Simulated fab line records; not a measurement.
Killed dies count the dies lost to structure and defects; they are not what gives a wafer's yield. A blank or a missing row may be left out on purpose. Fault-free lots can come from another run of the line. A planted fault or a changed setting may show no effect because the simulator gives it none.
fab line records -- flow sky130
[record] lots = 6, wafers = 18, last-day = 50
route steps=708 shown METAL3@570 VIA3@573 PAD_OPEN@708
lots untouched by any fault: they come from a run of this same line in which no faults occurred
start-h: hours from the record's first day to the start of the lot's first wafer shown -- wait-h: hours since the lot's step before -- " as in the row above -- L1.1+2: a single row standing in for several wafers -- - no value, or no start given -- * or withheld: withheld -- < > ~ a bound
route shown NAME@n: a module of which the file shows steps, and the number in the route of the first -- usual: mean/standard deviation taken from wafers without a fault -- same: alike in all rows -- chamber/n: place in a boat -- sites: the reading at each site -- _std_site: standard deviation across them -- _edge_site: inner sites' mean taken away from outer sites' mean -- radius-mm: how far each site lies from the wafer's centre -- mask NAME#n: copy n -- behind: the last tool/chamber to shape the wafer -- hold: why the lot went on hold/how many hours it stayed there/how the hold came to an end -- device: names the non-switching transistor (n, p or np) -- end of line: the same wafers' tests at the end of the route -- a step without rows: its recipe alone -- killed: at the first sort, the dies lost to defects and structure; wafer yield is something else -- map: the dies of a wafer, with x for killed, . for not killed, _ for no die there
set.NAME: the run value of the setting; set.NAME@STEP: its run value at that earlier step -- model.NAME: the simulator's own value behind a step, which no gauge read
lots at selected steps of the route; one table per step, one row per wafer
services: when a tool's chamber went out of use (start-h, in hours from the record's first day, below 0 if earlier), for how many hours, and the reason
[[steps]]
[step SKY_METAL3_STRIP_20]
[recipe] chemistry = post-etch-residue-remover, time-s = 1200, temp-c = 72.5
[step SKY_METAL3_CLEAN_21]
[recipe] chemistry = IPA, time-s = 180, temp-c = 25
[step SKY_METAL3_CLEAN_22]
[recipe] chemistry = O3/DIW, dry = n2-spin
[step SKY_VIA3_HDPCVD_00]
[recipe] material = SiO2, target-thk-nm = 1635, sigma-open-frac = 0.3, time-s = 272.5, temp-c = 400, sih4-flow-sccm = 60, pressure-mtorr = 6
[step SKY_VIA3_THK_MEAS_01]
[recipe] reads = SiO2_of_VIA3_HDPCVD_00
[usual] VIA3_HDPCVD_THK = 1633/20
lot.wafer,tool,chamber,start-h,wait-h,VIA3_HDPCVD_THK[nm]
L216.4,film-metro-03,-,912.44,0.0,1616
L216.5,film-metro-03,-,912.44,0.0,1647
L216.6,film-metro-03,-,912.44,0.0,1650
L222.1,film-metro-02,-,946.01,0.1,1618
L222.4,film-metro-02,-,946.01,0.1,1628
L222.5,film-metro-02,-,946.01,0.1,1624
L223.1,film-metro-04,-,955.43,0.1,1655
L223.5,film-metro-04,-,955.43,0.1,1641
L223.6,film-metro-04,-,955.43,0.1,1655
L224.1,film-metro-02,-,956.76,0.1,1628
L224.5,film-metro-02,-,956.76,0.1,1651
L224.6,film-metro-02,-,956.76,0.1,1664
L234.1,film-metro-02,-,1028.26,0.1,1633
L234.2,film-metro-02,-,1028.26,0.1,1610
L234.5,film-metro-02,-,1028.26,0.1,1649
L239.1,film-metro-03,-,1055.11,0.1,1630
L239.3,film-metro-03,-,1055.11,0.1,1627
L239.5,film-metro-03,-,1055.11,0.1,1642
[step SKY_VIA3_CMP_02]
[recipe] material = SiO2, down-force-psi = 4, platen-rpm = 60, pad-velocity-m-s = 0.94248
[usual] motor-current-A = 11.5/1.1
lot.wafer,tool,chamber,start-h,wait-h,motor-current-A
L216.4,cmp-01,3,912.57,0.1,13.6
L216.5,cmp-01,1,912.57,0.1,9.9
L216.6,cmp-01,2,912.57,0.1,10.5
L222.1,cmp-02,3,946.07,0.1,10.6
L222.4,cmp-02,0,946.07,0.1,11.4
L222.5,cmp-02,3,946.07,0.1,11.0
L223.1,cmp-02,2,955.64,0.2,12.1
L223.5,cmp-02,3,955.64,0.2,11.5
L223.6,cmp-02,0,955.64,0.2,10.7
L224.1,cmp-02,2,956.92,0.1,11.8
L224.6,cmp-02,0,956.92,0.1,11.1
L224.5,cmp-02,1,956.92,0.1,11.6
L234.2,cmp-01,1,1028.32,0.0,10.3
L234.1,cmp-01,3,1028.32,0.0,13.5
L234.5,cmp-01,1,1028.32,0.0,11.1
L239.3,cmp-02,3,1055.17,0.0,11.3
L239.1,cmp-02,0,1055.17,0.0,11.0
L239.5,cmp-02,3,1055.17,0.0,11.2
[step SKY_VIA3_BOW_MEAS_03]
[recipe] mode = bow
[usual] VIA3_BOW = 80/7.9
lot.wafer,tool,chamber,start-h,wait-h,VIA3_BOW[um]
L216.4,film-metro-04,-,912.83,0.2,72
L216.5,film-metro-04,-,912.83,0.2,74
L216.6,film-metro-04,-,912.83,0.2,80
L222.1,film-metro-04,-,946.37,0.2,92
L222.4,film-metro-04,-,946.37,0.2,79
L222.5,film-metro-04,-,946.37,0.2,85
L223.1,film-metro-04,-,955.79,0.1,86
L223.5,film-metro-04,-,955.79,0.1,83
L223.6,film-metro-04,-,955.79,0.1,82
L224.1,film-metro-04,-,957.12,0.1,74
L224.5,film-metro-04,-,957.12,0.1,81
L224.6,film-metro-04,-,957.12,0.1,85
L234.1,film-metro-04,-,1028.62,0.1,81
L234.2,film-metro-04,-,1028.62,0.1,90
L234.5,film-metro-04,-,1028.62,0.1,75
L239.1,film-metro-02,-,1055.47,0.2,85
L239.3,film-metro-02,-,1055.47,0.2,65
L239.5,film-metro-02,-,1055.47,0.2,77
[step SKY_VIA3_DEHYDRATE_04]
[recipe] temp-c = 200, time-s = 60
[step SKY_VIA3_HMDS_05]
[recipe] prime-time-s = 60, prime-temp-c = 120
[step SKY_VIA3_COAT_06]
[recipe] resist = BARC, temp-c = withheld, time-s = withheld, spin-rpm = 3000, resist-thk-nm = 60
[step SKY_VIA3_COAT_07]
[recipe] resist = KrF-thick, spin-rpm = 3000, resist-thk-nm = 450
[step SKY_VIA3_SOFTBAKE_08]
[recipe] temp-c = 100, time-s = 90, resist = KrF-thick
[step SKY_VIA3_EXPOSE_09]
[recipe] mask-id = VIM3, na = 0.8, source-shape = annular, sigma-inner = 0.55, sigma-outer = 0.85, target-cd-nm = 200, dose-mj = 38
lot.wafer,tool,chamber,start-h,wait-h,mask
L216.4+5+6,krf-scanner-01,0,926.25,-,VIM3#0
L222.1+4+5,krf-scanner-01,0,959.38,-,VIM3#0
L223.1+5+6,krf-scanner-01,0,967.49,-,VIM3#0
L224.1+5+6,krf-scanner-01,0,968.72,-,VIM3#0
L234.1+2+5,krf-scanner-02,0,1039.79,-,VIM3#0
L239.1+3+5,krf-scanner-01,0,1066.90,-,VIM3#0
[step SKY_VIA3_PEB_10]
[recipe] peb-temp-c = withheld, peb-time-s = withheld, resist = KrF-thick
[step SKY_VIA3_DEVELOP_11]
[recipe] develop-time-s = 60, resist = KrF-thick, dev-temp-c = 21
[step SKY_VIA3_CD_MEAS_12]
[recipe] target-cd-nm = 200
[usual] cd-nm = 199.6/1.5
lot.wafer,tool,chamber,start-h,wait-h,hold,cd-nm
L216.4,cd-sem-02,-,938.29,-,-,198.3
L216.5,cd-sem-02,-,938.29,-,-,200.6
L216.6,cd-sem-02,-,938.29,-,-,200.1
L222.1,cd-sem-01,-,970.82,-,-,201.5
L222.4,cd-sem-01,-,970.82,-,-,202.0
L222.5,cd-sem-01,-,970.82,-,-,201.8
L223.1,cd-sem-01,-,979.47,-,await-dispo/0.2h/release,197.0
L223.5,cd-sem-01,-,979.47,-,await-dispo/0.2h/release,196.4
L223.6,cd-sem-01,-,979.47,-,await-dispo/0.2h/release,178.3
L223.1,cd-sem-01,-,979.76,0.3,-,196.8
L223.5,cd-sem-01,-,979.76,0.3,-,197.0
L223.6,cd-sem-01,-,979.76,0.3,-,178.5
L224.1,cd-sem-01,-,980.62,-,await-dispo/0.2h/release,198.1
L224.5,cd-sem-01,-,980.62,-,await-dispo/0.2h/release,198.4
L224.6,cd-sem-01,-,980.62,-,await-dispo/0.2h/release,179.0
L224.1,cd-sem-01,-,981.05,0.4,-,198.2
L224.5,cd-sem-01,-,981.05,0.4,-,197.9
L224.6,cd-sem-01,-,981.05,0.4,-,178.8
L234.1,cd-sem-02,-,1050.77,-,-,200.4
L234.2,cd-sem-02,-,1050.77,-,-,200.7
L234.5,cd-sem-02,-,1050.77,-,-,200.2
L239.1,cd-sem-02,-,1077.68,-,-,198.9
L239.3,cd-sem-02,-,1077.68,-,-,200.3
L239.5,cd-sem-02,-,1077.68,-,-,200.4
[step SKY_VIA3_OVL_MEAS_13]
[usual] VIA3_OVL = 0/4.8
lot.wafer,tool,chamber,start-h,wait-h,hold,VIA3_OVL[nm]
L216.4,overlay-02,-,938.36,0.1,-,-5
L216.5,overlay-02,-,938.36,0.1,-,-4
L216.6,overlay-02,-,938.36,0.1,-,-9
L222.1,overlay-01,-,970.94,0.1,-,-4
L222.4,overlay-01,-,970.94,0.1,-,-2
L222.5,overlay-01,-,970.94,0.1,-,1
L223.1,overlay-02,-,981.69,1.9,await-dispo/1.8h/release,-4
L223.5,overlay-02,-,981.69,1.9,await-dispo/1.8h/release,-8
L223.6,overlay-02,-,981.69,1.9,await-dispo/1.8h/release,-5
L224.1,overlay-01,-,984.62,3.6,await-dispo/3.5h/release,5
L224.5,overlay-01,-,984.62,3.6,await-dispo/3.5h/release,1
L224.6,overlay-01,-,984.62,3.6,await-dispo/3.5h/release,2
L234.1,overlay-02,-,1050.89,0.1,-,4
L234.2,overlay-02,-,1050.89,0.1,-,-2
L234.5,overlay-02,-,1050.89,0.1,-,-1
L239.1,overlay-01,-,1077.80,0.1,-,-7
L239.3,overlay-01,-,1077.80,0.1,-,-7
L239.5,overlay-01,-,1077.80,0.1,-,-6
[step SKY_VIA3_ETCH_14]
[recipe] chemistry = N2/H2, target = BARC, ion-energy-ev = 200, source-w = 500, bias-w = 100, pressure-mtorr = 30, n2-flow-sccm = 100, h2-flow-sccm = 200, stop-on = SiO2, time-s = 45.9, target-depth-a = 600
[usual] drypump-motor-current-A = 5.8/0.39, n2-flow-sccm = 100.01/0.27, oes-product-au = 0.855/0.0047, throttle-valve-pct = 13.224/0.0083
lot.wafer,tool,chamber,start-h,wait-h,drypump-motor-current-A,n2-flow-sccm,oes-product-au,rf-hours-counter-h,throttle-valve-pct,model.VIA3.cd-nm
L216.4,rie-diel-04,1,938.38,0.0,6.1,100.10,0.855,6,13.227,198.6
L216.5,rie-diel-04,2,938.38,0.0,5.4,99.72,0.849,-,13.238,200.6
L216.6,rie-diel-04,1,938.38,0.0,6.1,99.93,0.856,-,13.219,200.6
L222.1,rie-diel-04,0,970.97,0.0,5.6,100.15,0.859,20,13.214,201
L222.4,rie-diel-04,3,970.97,0.0,6.3,99.58,0.852,-,13.219,201.2
L222.5,rie-diel-04,0,970.97,0.0,5.6,100.07,0.860,-,13.211,201.2
L223.1,rie-diel-04,0,981.85,0.1,5.6,99.52,0.855,21,13.228,197.1
L223.5,rie-diel-04,2,981.85,0.1,5.4,100.08,0.855,-,13.232,196.3
L223.6,rie-diel-04,3,981.85,0.1,6.3,100.10,0.857,-,13.233,178.1
L224.1,rie-diel-03,1,984.66,0.0,5.8,100.11,0.865,7,13.222,197.2
L224.5,rie-diel-03,0,984.66,0.0,5.2,100.34,0.859,-,13.220,199
L224.6,rie-diel-03,3,984.66,0.0,6.2,100.30,0.862,-,13.220,178.7
L234.1,rie-diel-03,0,1050.92,0.0,5.2,99.88,0.851,16,13.221,201.4
L234.2,rie-diel-03,2,1050.92,0.0,6.2,100.12,0.853,22,13.218,200.4
L234.5,rie-diel-03,0,1050.92,0.0,5.2,99.84,0.847,-,13.234,200.9
L239.1,rie-diel-01,1,1077.83,0.0,5.4,99.92,0.861,27,13.210,199.3
L239.3,rie-diel-01,3,1077.83,0.0,5.8,99.89,0.855,22,13.220,200.5
L239.5,rie-diel-01,3,1077.83,0.0,5.8,100.05,0.857,-,13.239,200.1
[step SKY_VIA3_ETCH_15]
[recipe] target = SiO2, chemistry = C4F8/O2/Ar, target-depth-nm = 507, stop-on = TiN, mask-material = KrF-thick, source-w = 1500, bias-w = 1200, pressure-mtorr = 40, c4f8-flow-sccm = withheld, O2_flow_sccm = 6, Ar_flow_sccm = 300, time-s = 78
[usual] oes-product-au = 0.945/0.0052
lot.wafer,tool,chamber,start-h,wait-h,oes-product-au,rf-hours-counter-h,model.VIA3.cd-nm
L216.4,rie-diel-04,1,938.42,0.0,0.942,6,197.2
L216.5,rie-diel-04,2,938.42,0.0,0.946,-,200.4
L216.6,rie-diel-04,1,938.42,0.0,0.949,-,199.9
L222.1,rie-diel-04,0,971.01,0.0,0.936,20,199.6
L222.4,rie-diel-04,3,971.01,0.0,0.935,-,200.3
L222.5,rie-diel-04,0,971.01,0.0,0.949,-,199.1
L223.1,rie-diel-04,0,981.89,0.0,0.946,21,195
L223.5,rie-diel-04,2,981.89,0.0,0.936,-,197.7
L223.6,rie-diel-04,3,981.89,0.0,0.947,-,177.3
L224.1,rie-diel-03,1,984.70,0.0,0.943,7,198.2
L224.5,rie-diel-03,0,984.70,0.0,0.941,-,201.7
L224.6,rie-diel-03,3,984.70,0.0,0.943,-,175.9
L234.1,rie-diel-03,0,1050.97,0.0,0.952,16,201.5
L234.2,rie-diel-03,2,1050.97,0.0,0.944,22,198.9
L234.5,rie-diel-03,0,1050.97,0.0,0.942,-,201.9
L239.1,rie-diel-01,1,1077.88,0.0,0.946,27,196.9
L239.3,rie-diel-01,3,1077.88,0.0,0.948,22,198.4
L239.5,rie-diel-01,3,1077.88,0.0,0.939,-,198.7
[step SKY_VIA3_STRIP_16]
[recipe] chemistry = O2/N2, power-w = 1400, pressure-mtorr = 1500, platen-temp-c = withheld, o2-flow-sccm = 3000, n2-flow-sccm = 300, overash-fraction = 0.5
[usual] drypump-motor-current-A = 5.67/0.3, n2-flow-sccm = 300.0/0.91, oes-product-au = 0.403/0.0045, strip-time-to-endpoint-s = 4.165/0.03
lot.wafer,tool,chamber,start-h,wait-h,drypump-motor-current-A,n2-flow-sccm,oes-product-au,rf-hours-counter-h,strip-time-to-endpoint-s
L216.4,plasma-asher-04,0,938.52,0.1,5.68,299.4,0.410,-,4.150
L216.5,plasma-asher-04,0,938.52,0.1,5.70,299.9,0.401,-,4.183
L216.6,plasma-asher-04,1,938.52,0.1,5.84,300.1,0.405,-,4.161
L222.1,plasma-asher-02,1,971.07,0.0,5.33,300.4,0.406,24,4.174
L222.4,plasma-asher-02,0,971.07,0.0,6.04,300.2,0.402,-,4.168
L222.5,plasma-asher-02,1,971.07,0.0,5.33,301.0,0.405,-,4.161
L223.1,plasma-asher-01,1,981.95,0.0,5.81,298.9,0.401,53,4.213
L223.5,plasma-asher-01,0,981.95,0.0,5.34,298.5,0.408,-,4.163
L223.6,plasma-asher-01,1,981.95,0.0,5.85,299.1,0.402,-,4.208
L224.1,plasma-asher-01,1,984.76,0.0,5.83,300.4,0.402,53,4.164
L224.5,plasma-asher-01,0,984.76,0.0,5.32,300.7,0.406,-,4.221
L224.6,plasma-asher-01,1,984.76,0.0,5.84,301.0,0.406,-,4.146
L234.1,plasma-asher-04,1,1051.03,0.0,5.84,299.5,0.402,94,4.194
L234.2,plasma-asher-04,0,1051.03,0.0,5.68,299.8,0.398,94,4.153
L234.5,plasma-asher-04,1,1051.03,0.0,5.85,300.6,0.400,-,4.152
L239.1,plasma-asher-01,0,1077.94,0.0,5.33,300.2,0.410,63,4.221
L239.3,plasma-asher-01,1,1077.94,0.0,5.86,299.0,0.401,-,4.219
L239.5,plasma-asher-01,1,1077.94,0.0,5.84,299.0,0.406,-,4.230
[step SKY_PAD_OPEN_PROBE_99]
[usual] defect-limited-yield = 82.3/1.9, killed_at_M0_to_M3 = 44/6.9, killed_at_M4_up = 3.3/2.1, killed-at-contacts = 24/4.8, killed-at-front-end = 15/4.4, killed-at-other = 0.2/0.48, killed-dies = 87/9.5, killed-open = 48/6.5, killed-short = 39/6.3, sort_bin_3_pad_short = 0.9/0.48, sort_bin_5_function = 10.5/1.5, sort_bin_6_memory = 6.3/1.1, sort-n-pass = 405/9.5, sort-yield-pct = 82.3/1.9
[same] gross-dies = 492, killed-at-back-side = 0, sort_bin_4_leakage[%] = 0, sort_bin_8_speed[%] = 0
lot.wafer,tool,chamber,start-h,wait-h,defect-limited-yield[%],killed_at_M0_to_M3,killed_at_M4_up,killed-at-contacts,killed-at-front-end,killed-at-other,killed-dies,killed-open,killed-short,sort_bin_3_pad_short[%],sort_bin_5_function[%],sort_bin_6_memory[%],sort-n-pass,sort-yield-pct[%],model.etest.via3-chain.rc-ohm
L216.4,prober-01,-,1084.68,0.2,79.7,43,4,35,18,0,100,52,48,0.6,12.4,7.3,392,79.7,9.726
L216.5,prober-01,-,1084.73,0.2,79.1,54,5,32,12,0,103,51,52,2.0,12.4,6.5,389,79.1,9.556
L216.6,prober-01,-,1084.78,0.2,84.1,35,5,20,18,0,78,41,37,0.6,9.6,5.7,414,84.1,9.65
L222.1,prober-02,-,1111.20,0.1,79.7,50,7,21,22,0,100,49,51,1.2,12.8,6.3,392,79.7,9.816
L222.4,prober-02,-,1111.35,0.2,84.6,44,4,11,17,0,76,34,42,0.6,10.0,4.9,416,84.6,9.659
L222.5,prober-02,-,1111.40,0.2,84.1,31,3,19,25,0,78,44,34,0.4,10.6,4.9,414,84.1,9.668
L223.1,prober-01,-,1118.22,0.1,82.3,46,1,28,12,0,87,54,33,1.0,10.6,6.1,405,82.3,10.38
L223.5,prober-01,-,1118.42,0.2,83.7,34,5,25,16,0,80,53,26,0.2,9.6,6.5,412,83.7,9.799
L223.6,prober-01,-,1118.47,0.2,82.1,47,6,27,7,1,88,50,36,0.4,10.2,7.3,404,82.1,12.22
L224.1,prober-02,-,1119.21,0.1,80.7,49,6,21,19,0,95,42,53,0.8,12.6,5.9,397,80.7,9.771
L224.5,prober-02,-,1119.41,0.2,85.0,36,5,24,9,0,74,46,26,0.8,7.7,6.5,418,85.0,9.664
L224.6,prober-02,-,1119.46,0.2,87.0,32,1,17,13,1,64,27,36,1.4,6.5,5.1,428,87.0,12.05
L234.1,prober-02,-,1176.52,0.1,79.7,45,6,29,18,2,100,53,44,1.6,13.0,5.7,392,79.7,9.664
L234.2,prober-02,-,1176.57,0.1,82.1,51,6,21,10,0,88,44,44,1.2,10.0,6.7,404,82.1,10.23
L234.5,prober-02,-,1176.72,0.2,82.9,37,3,22,22,0,84,46,38,1.0,9.6,6.5,408,82.9,9.695
L239.1,prober-01,-,1196.74,0.1,82.9,39,0,23,22,0,84,46,38,2.4,9.1,5.5,408,82.9,10.22
L239.3,prober-01,-,1196.84,0.2,81.5,47,3,21,20,0,91,51,40,1.2,10.2,7.1,401,81.5,9.597
L239.5,prober-01,-,1196.94,0.2,84.1,36,3,22,17,0,78,40,38,0.8,8.7,6.3,414,84.1,9.95
// killed by level:class
L216.4 CONTACT:geometric-particle:open=10 CONTACT:geometric-particle:short=9 LI_CONTACT:geometric-particle:open=8 VIA1:geometric-particle:open=8 FIELD_ISO:geometric-particle:short=7 METAL2:geometric-particle:short=7 LOCAL_INTERCONNECT:geometric-particle:short=6 VIA2:geometric-particle:open=6
L216.5 VIA1:geometric-particle:open=10 CONTACT:geometric-particle:open=9 CONTACT:geometric-particle:short=8 METAL1:geometric-particle:short=8 VIA1:geometric-particle:short=8 LI_CONTACT:geometric-particle:open=7 LOCAL_INTERCONNECT:geometric-particle:short=6 METAL2:geometric-particle:short=6
L216.6 CONTACT:geometric-particle:open=9 POLY_GATE:geometric-particle:open=7 VIA1:geometric-particle:open=7 FIELD_ISO:geometric-particle:open=5 VIA1:geometric-particle:short=5 CONTACT:geometric-particle:short=5 METAL1:geometric-particle:short=5 POLY_GATE:geometric-particle:short=4
L222.1 VIA1:geometric-particle:open=11 METAL1:geometric-particle:short=10 FIELD_ISO:geometric-particle:short=7 FIELD_ISO:geometric-particle:open=6 LI_CONTACT:geometric-particle:open=6 LOCAL_INTERCONNECT:geometric-particle:short=6 VIA3:geometric-particle:open=6 POLY_GATE:geometric-particle:open=4
L222.4 METAL1:geometric-particle:short=9 VIA1:geometric-particle:open=8 METAL2:geometric-particle:short=7 FIELD_ISO:geometric-particle:open=5 POLY_GATE:geometric-particle:short=4 VIA1:geometric-particle:short=4 FIELD_ISO:geometric-particle:short=3 VIA2:geometric-particle:open=3
L222.5 LI_CONTACT:geometric-particle:open=8 FIELD_ISO:geometric-particle:short=6 POLY_GATE:geometric-particle:open=6 VIA1:geometric-particle:open=6 METAL1:geometric-particle:short=6 VIA2:geometric-particle:open=5 CONTACT:geometric-particle:open=5 FIELD_ISO:geometric-particle:open=4
L223.1 METAL2:geometric-particle:short=10 VIA3:geometric-particle:open=10 LI_CONTACT:geometric-particle:open=10 CONTACT:geometric-particle:open=10 VIA1:geometric-particle:open=10 METAL1:geometric-particle:short=6 VIA2:geometric-particle:open=5 FIELD_ISO:geometric-particle:short=3
L223.5 CONTACT:geometric-particle:open=12 VIA3:geometric-particle:open=9 LI_CONTACT:geometric-particle:open=7 VIA1:geometric-particle:open=6 FIELD_ISO:geometric-particle:short=4 METAL1:geometric-particle:short=4 FIELD_ISO:geometric-particle:open=3 CONTACT:geometric-particle:short=3
L223.6 CONTACT:geometric-particle:open=12 VIA1:geometric-particle:open=9 VIA3:geometric-particle:open=8 VIA3:geometric-particle:short=7 VIA2:geometric-particle:open=7 LI_CONTACT:geometric-particle:open=6 CONTACT:geometric-particle:short=6 LOCAL_INTERCONNECT:geometric-particle:short=3
L224.1 METAL2:geometric-particle:short=9 METAL1:geometric-particle:short=8 POLY_GATE:geometric-particle:short=7 VIA2:geometric-particle:open=7 VIA1:geometric-particle:open=7 CONTACT:geometric-particle:open=6 LI_CONTACT:geometric-particle:open=5 LOCAL_INTERCONNECT:geometric-particle:short=5
L224.5 VIA2:geometric-particle:open=11 METAL1:geometric-particle:short=9 VIA1:geometric-particle:open=9 CONTACT:geometric-particle:open=8 LI_CONTACT:geometric-particle:open=7 FIELD_ISO:geometric-particle:open=5 CONTACT:geometric-particle:short=5 METAL4:geometric-particle:short=3
L224.6 LOCAL_INTERCONNECT:geometric-particle:short=6 VIA1:geometric-particle:open=5 FIELD_ISO:geometric-particle:short=4 CONTACT:geometric-particle:short=4 METAL1:geometric-particle:short=4 VIA2:geometric-particle:open=4 VIA2:geometric-particle:short=4 VIA3:geometric-particle:open=4
L234.1 VIA2:geometric-particle:open=13 LI_CONTACT:geometric-particle:open=8 LI_CONTACT:geometric-particle:short=7 CONTACT:geometric-particle:open=6 VIA1:geometric-particle:open=6 FIELD_ISO:geometric-particle:open=5 VIA3:geometric-particle:short=5 CONTACT:geometric-particle:short=5
L234.2 VIA2:geometric-particle:open=14 VIA1:geometric-particle:open=9 CONTACT:geometric-particle:short=7 METAL2:geometric-particle:short=7 VIA3:geometric-particle:open=6 METAL4:geometric-particle:short=6 CONTACT:geometric-particle:open=5 VIA2:geometric-particle:short=5
L234.5 VIA1:geometric-particle:open=11 CONTACT:geometric-particle:short=7 VIA2:geometric-particle:open=7 FIELD_ISO:geometric-particle:open=6 POLY_GATE:geometric-particle:short=6 LI_CONTACT:geometric-particle:open=5 CONTACT:geometric-particle:open=5 VIA3:geometric-particle:open=4
L239.1 VIA1:geometric-particle:open=9 FIELD_ISO:geometric-particle:short=7 CONTACT:geometric-particle:open=7 POLY_GATE:geometric-particle:open=6 LI_CONTACT:geometric-particle:open=6 VIA1:geometric-particle:short=5 VIA3:geometric-particle:open=5 LI_CONTACT:geometric-particle:short=4
L239.3 VIA1:geometric-particle:open=15 VIA2:geometric-particle:open=10 METAL2:geometric-particle:short=8 CONTACT:geometric-particle:open=7 POLY_GATE:geometric-particle:short=6 LOCAL_INTERCONNECT:geometric-particle:short=6 FIELD_ISO:geometric-particle:short=5 POLY_GATE:geometric-particle:open=5
L239.5 CONTACT:geometric-particle:open=8 VIA1:geometric-particle:open=7 LI_CONTACT:geometric-particle:open=5 METAL1:geometric-particle:short=5 CONTACT:geometric-particle:short=5 VIA3:geometric-particle:open=5 VIA2:geometric-particle:open=5 METAL2:geometric-particle:short=4
[[services]]
tool,chamber,start-h,hours,kind
rie-diel-04,3,894.24,13.2,repair
plasma-asher-04,-,895.76,11.9,repair
krf-scanner-01,-,903.94,0.8,pm
cmp-02,-,912.00,4.0,pm
plasma-asher-01,-,913.27,14.6,pm
rie-diel-04,3,940.00,16.2,repair
rie-diel-04,1,944.27,45.8,repair
rie-diel-04,-,960.90,0.2,repair
krf-scanner-01,-,961.73,0.8,pm
krf-scanner-01,-,973.59,1.3,pm
rie-diel-04,0,974.19,5.4,repair
krf-scanner-01,-,975.88,4.0,pm
krf-scanner-01,-,982.12,3.5,repair
krf-scanner-01,-,985.63,1.0,pm
rie-diel-03,3,986.10,3.6,repair
cmp-02,-,991.63,1.6,repair
cmp-02,-,995.96,5.6,repair
krf-scanner-01,-,1002.26,0.9,repair
cmp-02,-,1005.46,4.9,pm
krf-scanner-01,-,1021.34,4.4,pm
rie-diel-03,3,1022.17,11.0,repair
cmp-02,-,1026.25,1.8,repair
rie-diel-04,0,1058.53,6.8,repair
krf-scanner-01,-,1072.73,0.8,pm
[[key]]
[first-sign] step = SKY_VIA3_CD_MEAS_12, reading = visit, direction = added
[effect] step = SKY_VIA3_CD_MEAS_12, reading = cd-nm, direction = down, sigmas = 14, usual = 199.6, struck = 178.7
[model-effect] step = SKY_VIA3_ETCH_14, value = VIA3.cd-nm, without = 197.2, struck = 178.4
[model-effect] step = SKY_VIA3_ETCH_15, value = VIA3.cd-nm, without = 195.5, struck = 176.6
[model-effect] step = SKY_PAD_OPEN_PROBE_99, value = etest.via3-chain.rc-ohm, without = 9.945, struck = 12.14
met-at SKY_VIA3_EXPOSE_09
struck-wafers L223.6,L224.6
onset-between 959.38 967.49
[fault] kind = process-parameter-drift, tool = krf-scanner-01, chamber = -, onset-h = 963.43, steps = SKY_VIA3_EXPOSE_09, channel = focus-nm, offset = 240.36, shape = step, end-h = 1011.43, scope = struck-wafers-only
